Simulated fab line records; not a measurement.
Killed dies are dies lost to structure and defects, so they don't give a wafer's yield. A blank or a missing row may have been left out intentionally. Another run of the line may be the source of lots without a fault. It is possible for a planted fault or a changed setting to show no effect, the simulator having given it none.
Which of the tools did it? -- flow sky130 -- 14 lots, 42 wafers sampled, at 4 steps of a route of 708

## WHAT THE GAUGES SHOWED, per wafer
Not one reading of a measure or inspect step in the record can be checked against a usual standard deviation.

## EACH LOT AND THE TOOL THAT RAN IT (in order: tool; ch and the chambers of the sampled wafers; start)
lot,SKY_METAL1_SPUTTER_00,SKY_METAL1_SPUTTER_04,SKY_METAL1_PEB_13,SKY_METAL1_STRIP_20
L550,"pvd_sputter-03, day 33 08:23","pvd_sputter-03, day 33 08:29","litho_track-01 ch 0, day 34 10:00","plasma_asher-01 ch 0,1, day 34 11:00"
L551,"pvd_sputter-01, day 33 14:52","pvd_sputter-01, day 33 14:58","litho_track-01 ch 0, day 34 17:00","plasma_asher-01 ch 0,1, day 34 18:06"
L554,"pvd_sputter-03, day 34 22:13","pvd_sputter-03, day 34 22:19","litho_track-04 ch 0, day 36 01:00","plasma_asher-02 ch 0,1, day 36 01:58"
L555,"pvd_sputter-02, day 35 01:20","pvd_sputter-02, day 35 01:26","litho_track-04 ch 0, day 36 03:00","plasma_asher-04 ch 0,1, day 36 04:23"
L556,"pvd_sputter-02, day 35 03:26","pvd_sputter-02, day 35 03:31","litho_track-03 ch 0, day 36 06:00","plasma_asher-01 ch 0,1, day 36 06:50"
L558,"pvd_sputter-01, day 36 02:01","pvd_sputter-01, day 36 02:06","litho_track-03 ch 0, day 37 04:00","plasma_asher-04 ch 0,1, day 37 05:20"
L559,"pvd_sputter-01, day 36 04:20","pvd_sputter-01, day 36 04:26","litho_track-03 ch 0, day 37 07:00","plasma_asher-01 ch 0, day 37 08:02"
L560,"pvd_sputter-01, day 36 16:49","pvd_sputter-01, day 36 16:54","litho_track-04 ch 0, day 37 19:00","plasma_asher-01 ch 0,1, day 37 20:05"
L561,"pvd_sputter-01, day 37 01:24","pvd_sputter-01, day 37 01:29","litho_track-04 ch 0, day 38 04:00","plasma_asher-02 ch 0,1, day 38 04:59"
L562,"pvd_sputter-03, day 37 09:57","pvd_sputter-03, day 37 10:03","litho_track-03 ch 0, day 38 12:00","plasma_asher-01 ch 0, day 38 13:23"
L564,"pvd_sputter-02, day 37 13:54","pvd_sputter-02, day 37 13:59","litho_track-01 ch 0, day 38 16:00","plasma_asher-04 ch 0,1, day 38 17:17"
L567,"pvd_sputter-02, day 38 11:35","pvd_sputter-02, day 38 11:41","litho_track-04, day 39 13:00","plasma_asher-02 ch 0,1, day 39 14:08"
L568,"pvd_sputter-03, day 38 16:59","pvd_sputter-03, day 38 17:05","litho_track-03, day 39 18:00","plasma_asher-02 ch 0,1, day 39 19:29"
L573,"pvd_sputter-01, day 40 02:56","pvd_sputter-01, day 40 03:01","litho_track-04 ch 0, day 41 03:00","plasma_asher-02 ch 0,1, day 41 04:29"
- SKY_METAL1_SPUTTER_00: material Ti, target thk 15 nm, time 10 s.
- SKY_METAL1_SPUTTER_04: material TiN, target thk 70 nm, time 58.3 s.
- SKY_METAL1_PEB_13
- SKY_METAL1_STRIP_20: strips in O2/N2.

## AS READ BY THE TOOLS THEMSELVES (means over the sampled wafers that have a number; for cases with no such wafer, the mark the record gives instead)
SKY_METAL1_SPUTTER_00.
lot,tool,throttle_valve_pct (%)
L550,pvd_sputter-03,30.7
L551,pvd_sputter-01,29.6
L554,pvd_sputter-03,30.6
L555,pvd_sputter-02,30.4
L556,pvd_sputter-02,30.2
L558,pvd_sputter-01,29.9
L559,pvd_sputter-01,29.7
L560,pvd_sputter-01,29.2
L561,pvd_sputter-01,29.7
L562,pvd_sputter-03,30.3
L564,pvd_sputter-02,30.7
L567,pvd_sputter-02,30.2
L568,pvd_sputter-03,30.6
L573,pvd_sputter-01,30.3

SKY_METAL1_SPUTTER_04.
lot,tool,throttle_valve_pct (%)
L550,pvd_sputter-03,30.7
L551,pvd_sputter-01,29.9
L554,pvd_sputter-03,30.7
L555,pvd_sputter-02,30.3
L556,pvd_sputter-02,30.2
L558,pvd_sputter-01,30.1
L559,pvd_sputter-01,29.6
L560,pvd_sputter-01,29.4
L561,pvd_sputter-01,29.8
L562,pvd_sputter-03,30.3
L564,pvd_sputter-02,30.6
L567,pvd_sputter-02,30.2
L568,pvd_sputter-03,30.7
L573,pvd_sputter-01,30.2

SKY_METAL1_PEB_13.
lot,tool,exhaust_pa (Pa)
L550,litho_track-01,45.6
L551,litho_track-01,44.7
L554,litho_track-04,45.9
L555,litho_track-04,45.3
L556,litho_track-03,46.0
L558,litho_track-03,44.1
L559,litho_track-03,43.7
L560,litho_track-04,46.9
L561,litho_track-04,45.5
L562,litho_track-03,46.3
L564,litho_track-01,45.1
L567,litho_track-04,-
L568,litho_track-03,-
L573,litho_track-04,45.5

SKY_METAL1_STRIP_20.
lot,tool,drypump_motor_current_A (A),n2_flow_sccm (sccm),oes_product_au (a.u.),strip_time_to_endpoint_s (s)
L550,plasma_asher-01,6.1,300.0,0.348,2.79
L551,plasma_asher-01,6.3,299.6,0.346,2.83
L554,plasma_asher-02,6.0,299.0,0.348,2.81
L555,plasma_asher-04,5.7,300.5,0.346,2.86
L556,plasma_asher-01,6.1,299.7,0.346,2.85
L558,plasma_asher-04,5.7,300.5,0.349,2.81
L559,plasma_asher-01,5.8,300.6,0.347,2.80
L560,plasma_asher-01,6.1,299.9,0.349,2.86
L561,plasma_asher-02,5.4,299.6,0.345,2.81
L562,plasma_asher-01,5.8,299.8,0.347,2.77
L564,plasma_asher-04,5.5,299.8,0.349,2.83
L567,plasma_asher-02,5.4,301.1,0.347,2.80
L568,plasma_asher-02,5.4,300.7,0.351,2.88
L573,plasma_asher-02,5.4,299.9,0.352,2.83

## THE ANSWER, worked out from the rows above alone
Rule: usual is defined by the lots themselves. The widest of any qualifying gaps counts: lots, ordered by their means at a reading, are off when they make up no more than a third of the lots, leave a main group of 4 or more, and stand apart from it by 3 or more times the standard deviation of that group's means. Not used: any main group whose means are identical at the precision the tables above print for the reading. Also off: a lot with no number at a reading for which 4 or more lots have one. All remaining lots with rows at the step are treated as sound. First the gauges in route order, then the tools' own readings, where a lot's mean is used as printed above. At the first step where some lot is off, the reading lying furthest off is the one used; lots without a number count as furthest.
Off: L567, L568 (SKY_METAL1_PEB_13, exhaust_pa). Without a number there: L567, L568. The main group has a mean of 45.4 Pa with a standard deviation of 0.86.
A tool fits if, at that step or a process step before it, it ran every lot that is off, and no sound lot after the first of them. Not one of the candidates tried fits.

## WHAT THE SIMULATOR HAD INSERTED
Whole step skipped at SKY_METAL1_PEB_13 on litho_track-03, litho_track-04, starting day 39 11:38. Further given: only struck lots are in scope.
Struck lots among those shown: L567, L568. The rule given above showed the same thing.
